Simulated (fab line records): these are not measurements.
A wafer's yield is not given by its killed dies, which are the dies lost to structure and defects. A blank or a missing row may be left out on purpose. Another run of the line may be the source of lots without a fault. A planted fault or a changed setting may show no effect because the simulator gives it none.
A struck lot beside a sound one || flow gf180mcu || 44 steps out of a route of 602
Sound: the wafers L906.2, L906.3, L906.6. Struck: wafer L899.2. (L899.4, L899.5 of the same lot were not struck and are left out.) The cause comes at the end.
For every step that has rows: the tool of each side, followed by ch and its chambers, followed by its first start. Under that, the readings that differ: sound wafers || struck wafers || difference of the means || sigmas: that difference in standard deviations of wafers without a fault.
alike: a reading whose means differ by less than 2 such deviations, as well as words and numbers matching on both sides. not compared: withheld readings; readings where some wafer has no value; bounds like >300 that might hide an equal value; numbers whose values overlap and for which the record gives no deviation.
Wherever a step has rows on one side only, a row that says differs or no value, or a row with sigmas, the two part there. When numbers do not overlap yet have no deviation, they are printed without sigmas and do not part them. Lack of a reading on every wafer of one side parts them only where that side has two or more wafers.

GF_V4_OVL_MEAS_15:
  sound: overlay-02 at day 30 11:38; struck: overlay-01 at day 28 06:49
  alike: V4_OVL
GF_V4_ETCH_16: etches BARC in N2/H2.
  sound on rie-diel-03 ch 0,2,3, day 30 11:40; struck on rie-diel-04 ch 2, day 28 06:51
{"reading": "oes-product-au (a.u.)", "sound": "0.858 0.854 0.854", "struck": 0.866, "difference": "+0.011", "sigmas": "+2"}
  alike: drypump-motor-current-A, throttle-valve-pct
then, 4 steps without rows for these wafers: GF_V4_ETCH_17 (etches SiO2 in C4F8/O2/Ar, stops on TiN, target depth 630 nm); GF_V4_STRIP_18 (strips in O2/N2); GF_V4_STRIP_19 (strips in post etch residue remover, time 1200 s); GF_V4_CLEAN_20 (cleans in DIW).
GF_V4_SPUTTER_21: material Ti, target thk 15 nm, time 80.02 s.
  sound: pvd-sputter-02 at day 30 12:20; struck: pvd-sputter-02 at day 28 07:31
  alike: substrate-temp-c, throttle-valve-pct
then, 2 steps without rows for these wafers: GF_V4_SPUTTER_22 (material TiN, target thk 10 nm, time 40 s); GF_V4_CVD_23 (deposits W, target thk 350 nm, time 104.9 s).
GF_V4_RS_MEAS_24: uses a four-point probe to measure.
  sound: film-metro-02 at day 30 12:34; struck: film-metro-01 at day 28 07:46
  alike: V4_W_RS
GF_V4_THK_MEAS_25: measures by xrf.
  sound: film-metro-02 at day 30 12:41; struck: film-metro-01 at day 28 07:52
  alike: V4_W_THK
then, 1 step without rows for these wafers: GF_V4_CMP_26 (polishes, stops on SiO2, t overpolish 15 s, target thk 0 nm).
GF_MIM_SPUTTER_00: material Ti, target thk 37.5 nm, time 150 s.
  sound: pvd-sputter-04 at day 30 13:02; struck: pvd-sputter-01 at day 28 08:13
{"reading": "throttle-valve-pct (%)", "sound": "28.0 29.4 30.6", "struck": 31.5, "difference": "+2.2", "sigmas": "+2"}
{"reading": "model.Ti_of_MIM_SPUTTER_00.thk-nm (nm)", "sound": "37.15 37.34 37.64", "struck": 23.79, "difference": -13.59, "sigmas": ""}
  alike: substrate-temp-c
then, 1 step without rows for these wafers: GF_MIM_SPUTTER_01 (material TiN, target thk 30 nm, time 25 s).
GF_MIM_SPUTTER_02: material AlCu, target thk 450 nm, time 23.9 s.
  sound: pvd-sputter-04 at day 30 13:10; struck: pvd-sputter-01 at day 28 08:21
  alike: throttle-valve-pct
then, 3 steps without rows for these wafers: GF_MIM_SPUTTER_03 (material Ti, target thk 10 nm, time 6.7 s); GF_MIM_SPUTTER_04 (material TiN, target thk 50 nm, time 41.7 s); GF_MIM_CVD_05 (deposits Si3N4, target thk 42 nm, time 29.086 s).
GF_MIM_THK_MEAS_06:
  sound: film-metro-04 at day 30 13:17; struck: film-metro-03 at day 28 08:29
  alike: MIM_CVD_05_THK
then, 2 steps without rows for these wafers: GF_MIM_SPUTTER_07 (material TiN, target thk 60 nm, time 50 s); GF_MIM_SPUTTER_08 (material AlCu, target thk 200 nm, time 10.6 s).
GF_MIM_SPUTTER_09: material TiN, target thk 35 nm, time 29.2 s.
  sound: pvd-sputter-03 at day 30 13:25; struck: pvd-sputter-03 at day 28 08:36
  alike: throttle-valve-pct
GF_MIM_RS_MEAS_10: uses a four-point probe to measure.
  sound: film-metro-03 at day 30 13:28; struck: film-metro-04 at day 28 08:39
  alike: MIM_ALCU_RS
GF_MIM_THK_MEAS_11: measures by xrf.
  sound: film-metro-03 at day 30 13:34; struck: film-metro-04 at day 28 08:46
  alike: MIM_ALCU_THK
then, 7 steps without rows for these wafers: GF_MIM_DEHYDRATE_12 (time 60 s); GF_MIM_HMDS_13 (prime time 60 s); GF_MIM_COAT_14 (resist thk 1000 nm); GF_MIM_SOFTBAKE_15 (time 60 s); GF_MIM_EXPOSE_16 (exposes mask FuseTop, target cd 2000 nm); GF_MIM_PEB_17; GF_MIM_DEVELOP_18 (develop time 60 s).
GF_MIM_METAL_ETCH_19: etches the open film in Cl2/BCl3, stops on Si3N4, target depth 324.5 nm, time 54.1 s.
  sound on rie-metal-03 ch 0,1, day 31 07:54; struck on rie-metal-02 ch 0, day 29 03:41
  alike: drypump-motor-current-A, oes-product-au, throttle-valve-pct
  not compared: rf-hours-counter-h
then, 10 steps without rows for these wafers: GF_MIM_STRIP_20 (strips in O2/N2); GF_MIM_STRIP_21 (strips in post etch residue remover, time 1200 s); GF_MIM_CLEAN_22 (cleans in DIW); GF_M5_DEHYDRATE_00 (time 60 s); GF_M5_HMDS_01 (prime time 60 s); GF_M5_COAT_02 (resist thk 1000 nm); GF_M5_SOFTBAKE_03 (time 60 s); GF_M5_EXPOSE_04 (exposes mask Metal5, target cd 280 nm); GF_M5_PEB_05 (peb time 90 s); GF_M5_DEVELOP_06 (develop time 60 s).
GF_M5_METAL_ETCH_10: etches the open film in Cl2/BCl3, stops on SiO2, target depth 627.5 nm, time 104.6 s.
  sound on rie-metal-02 ch 1, day 32 02:35; struck on rie-metal-02 ch 0, day 30 00:07
{"reading": "model.M5.feature-depth-nm (nm)", "sound": "608.2 603.8 610.8", "struck": 596.6, "difference": -11.0, "sigmas": ""}
  alike: drypump-motor-current-A, oes-product-au, throttle-valve-pct
  not compared: rf-hours-counter-h
after that, 1 step had no rows for these wafers: GF_PASSIVATION_PROBE_99.

WHERE THEY PART
Last at GF_MIM_SPUTTER_00 as far as this record goes, first at GF_V4_ETCH_16. Later steps at which nothing parts them and some readings are alike: GF_MIM_SPUTTER_02, GF_MIM_THK_MEAS_06, GF_MIM_SPUTTER_09, GF_MIM_RS_MEAS_10, GF_MIM_THK_MEAS_11, GF_MIM_METAL_ETCH_19, GF_M5_METAL_ETCH_10.

WHY: whatever the simulator had introduced
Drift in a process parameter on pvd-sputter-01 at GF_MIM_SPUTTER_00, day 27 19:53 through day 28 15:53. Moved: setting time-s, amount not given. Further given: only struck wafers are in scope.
